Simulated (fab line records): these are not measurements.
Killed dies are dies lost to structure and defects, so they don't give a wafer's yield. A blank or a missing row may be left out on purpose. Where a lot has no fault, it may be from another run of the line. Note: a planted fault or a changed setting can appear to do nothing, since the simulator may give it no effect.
The tool behind it: which one? -- flow sky130 -- Sampling: 11 lots, 33 wafers, 4 of 708 route steps

WHAT EACH GAUGE READ, for each wafer
SKY_NWELL_TW_MEAS_15.
lot,measured,on,NWELL_TW
L782,day 4 14:44,film-metro-01,1827 1828 1824
L784,day 5 11:59,film-metro-01,1829 1823 1839
L786,day 5 16:07,film-metro-03,1808 1814 1813
L788,day 6 00:31,film-metro-03,30 30 30 30 30 30
L789,day 6 11:17,film-metro-01,30 30 30 30 30 30
L790,day 6 14:52,film-metro-04,30 30 30 30 30 30
L797,day 8 03:34,film-metro-03,1816 1820 1818
L798,day 8 13:15,film-metro-03,1821 1827 1824
L799,day 8 18:01,film-metro-03,1823 1825 1825
L800,day 8 19:19,film-metro-03,1818 1820 1822
L805,day 10 23:36,film-metro-01,1822 1821 1826

EACH LOT AND THE TOOL THAT RAN IT (in order: tool; ch and the chambers of the sampled wafers; start)
lot,SKY_FIELD_ISO_STRIP_16,SKY_PWDE_STRIP_09,SKY_NWELL_STRIP_14
L782,"plasma-asher-02 ch 0,1, day 2 03:26","plasma-asher-01 ch 0,1, day 3 22:09","plasma-asher-01 ch 0,1, day 4 14:38"
L784,"plasma-asher-01 ch 0,1, day 3 02:56","plasma-asher-02 ch 0,1, day 4 18:12","plasma-asher-04 ch 0,1, day 5 11:53"
L786,"plasma-asher-01 ch 0,1, day 3 07:32","plasma-asher-01 ch 0,1, day 4 21:27","plasma-asher-04 ch 0,1, day 5 16:00"
L788,"plasma-asher-03 ch 0,1, day 3 11:58","plasma-asher-01 ch 0,1, day 5 05:29","plasma-asher-04 ch 0,1, day 6 00:26"
L789,"plasma-asher-02 ch 0,1, day 3 18:50","plasma-asher-01 ch 0,1, day 5 15:58","plasma-asher-01 ch 0,1, day 6 11:11"
L790,"plasma-asher-03 ch 0,1, day 3 21:32","plasma-asher-04 ch 0,1, day 5 19:27","plasma-asher-01 ch 0, day 6 14:45"
L797,"plasma-asher-03 ch 0,1, day 5 10:38","plasma-asher-04 ch 0,1, day 7 07:27","plasma-asher-03 ch 0,1, day 8 03:27"
L798,"plasma-asher-01 ch 0,1, day 5 18:59","plasma-asher-04 ch 0,1, day 7 17:43","plasma-asher-04 ch 0,1, day 8 13:09"
L799,"plasma-asher-01 ch 0,1, day 5 23:55","plasma-asher-02 ch 0,1, day 7 22:38","plasma-asher-04 ch 0,1, day 8 17:56"
L800,"plasma-asher-01 ch 0,1, day 6 03:25","plasma-asher-04 ch 0,1, day 7 23:23","plasma-asher-01 ch 0,1, day 8 19:14"
L805,"plasma-asher-01 ch 0,1, day 7 04:41","plasma-asher-01 ch 0,1, day 9 23:43","plasma-asher-03 ch 0,1, day 10 23:30"
- SKY_FIELD_ISO_STRIP_16: strips in O2/N2.
- SKY_PWDE_STRIP_09: strips in O2/N2.
- SKY_NWELL_STRIP_14: strips in O2/N2.

THE ANSWER, worked out from the rows above alone
Rule: the usual values come from the lots themselves. The widest of any qualifying gaps counts: lots, ordered by their means at a reading, are off when they make up no more than a third of the lots, leave a main group of 4 or more, and stand apart from it by 3 or more times the standard deviation of that group's means. Not used: any main group whose means are identical at the precision the tables above print for the reading. Also off: a lot with no number at a reading for which 4 or more lots have one. All remaining lots with rows at the step are treated as sound.
Off: L788, L789, L790, at SKY_NWELL_TW_MEAS_15 (NWELL_TW). For the main group the mean is 1822 and the standard deviation 5.3.
If a tool, at a process step before that reading, ran all the lots that are off and no sound lot after the first of them, it fits. The gauges at SKY_NWELL_TW_MEAS_15 are tried like those tools. Not one of the candidates tried fits.

WHAT WAS PUT IN BY THE SIMULATOR
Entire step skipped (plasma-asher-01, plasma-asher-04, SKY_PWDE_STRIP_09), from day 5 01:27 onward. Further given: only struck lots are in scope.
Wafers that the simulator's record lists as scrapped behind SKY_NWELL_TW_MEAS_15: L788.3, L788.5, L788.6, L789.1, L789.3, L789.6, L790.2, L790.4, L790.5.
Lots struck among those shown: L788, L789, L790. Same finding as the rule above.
